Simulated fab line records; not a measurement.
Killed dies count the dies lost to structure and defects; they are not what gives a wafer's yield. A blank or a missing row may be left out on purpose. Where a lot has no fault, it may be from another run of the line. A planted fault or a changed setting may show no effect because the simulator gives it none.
2 desks looking at one fault + flow gf180mcu + what lay behind the numbers comes last; until then each desk has only its own

## METROLOGY DESK
What the gauges read, lot by lot, whatever tool the lot ran on: means of the sampled wafers that have a number. The brackets show how far a lot's mean lies from the usual mean; more than 4 standard deviations puts the lot out of limits, marked OUT.
Columns: A = V4_W_THK at GF_V4_THK_MEAS_25, usual 355 nm; B = PASSIVATION_BOW at GF_PASSIVATION_BOW_MEAS_14, usual 134 um
| lot  | first seen here | A   | B              |
|------|-----------------|-----|----------------|
| L974 | day 25 08:22    | 357 | 127            |
| L975 | day 25 11:39    | 361 | 202 (+6.8) OUT |
| L976 | day 25 17:35    | 357 | 224 (+9.0) OUT |
| L985 | day 28 19:23    | 356 | 127            |
| L986 | day 29 01:18    | 356 | 134            |
| L987 | day 29 07:47    | 349 | 141            |
| L988 | day 29 14:01    | 356 | 127            |
| L990 | day 30 03:16    | 358 | 135            |
| L991 | day 30 11:31    | 359 | 147            |
| L992 | day 30 18:10    | 351 | 128            |
| L994 | day 31 02:11    | 351 | 134            |
| L995 | day 31 09:43    | 357 | 127            |
This desk's finding: out of limits on L975, L976; first on L975, day 30 00:07 (PASSIVATION_BOW at GF_PASSIVATION_BOW_MEAS_14). L974, L985, L986, L987, L988, L990, L991, L992, L994, L995 stayed within limits.

## THE TOOL OWNER'S DESK: furnace-01
Per lot that ran on this tool, the mean of the sampled wafers carrying a number, from the tool's own readings at GF_PASSIVATION_ANNEAL_13 (time 1800 s). The brackets show how far a lot's mean lies from the usual mean; more than 4 standard deviations puts the lot out of limits, marked OUT.
Columns: A = ramp_down_c_per_min at GF_PASSIVATION_ANNEAL_13, usual 3.0000; B = ramp_up_c_per_min at GF_PASSIVATION_ANNEAL_13, usual 9.9999; C = zone_power_upper_pct at GF_PASSIVATION_ANNEAL_13, usual 4.03 %
| lot  | first seen here | A      | B       | C    |
|------|-----------------|--------|---------|------|
| L974 | day 29 21:07    | 3.0001 | 9.9996  | 4.07 |
| L985 | day 32 18:37    | 2.9994 | 9.9988  | 4.04 |
| L986 | day 32 22:43    | 2.9998 | 10.0023 | 4.01 |
| L988 | day 33 10:04    | 2.9996 | 10.0003 | 4.05 |
| L990 | day 33 20:46    | 3.0001 | 10.0003 | 4.04 |
| L992 | day 34 09:08    | 3.0001 | 9.9999  | 4.02 |
| L994 | day 34 16:37    | 3.0005 | 10.0013 | 4.03 |
This desk's verdict: no lot among the 7 shows anything out of limits.

## ALL TOGETHER
The metrology desk could have raised an alarm at day 30 00:07, on L975, L976.
The desk of the tool owner found nothing out of limits.
The tool owner's desk has no number on record for L975, L976.
Every lot named ran GF_PASSIVATION_ANNEAL_13 on furnace-01.

## WHAT THE SIMULATOR PUT IN
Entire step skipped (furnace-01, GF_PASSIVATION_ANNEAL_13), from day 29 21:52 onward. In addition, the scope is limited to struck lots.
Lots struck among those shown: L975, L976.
Hours from the fault's start to each desk's first reading out of limits: the metrology desk, 2.
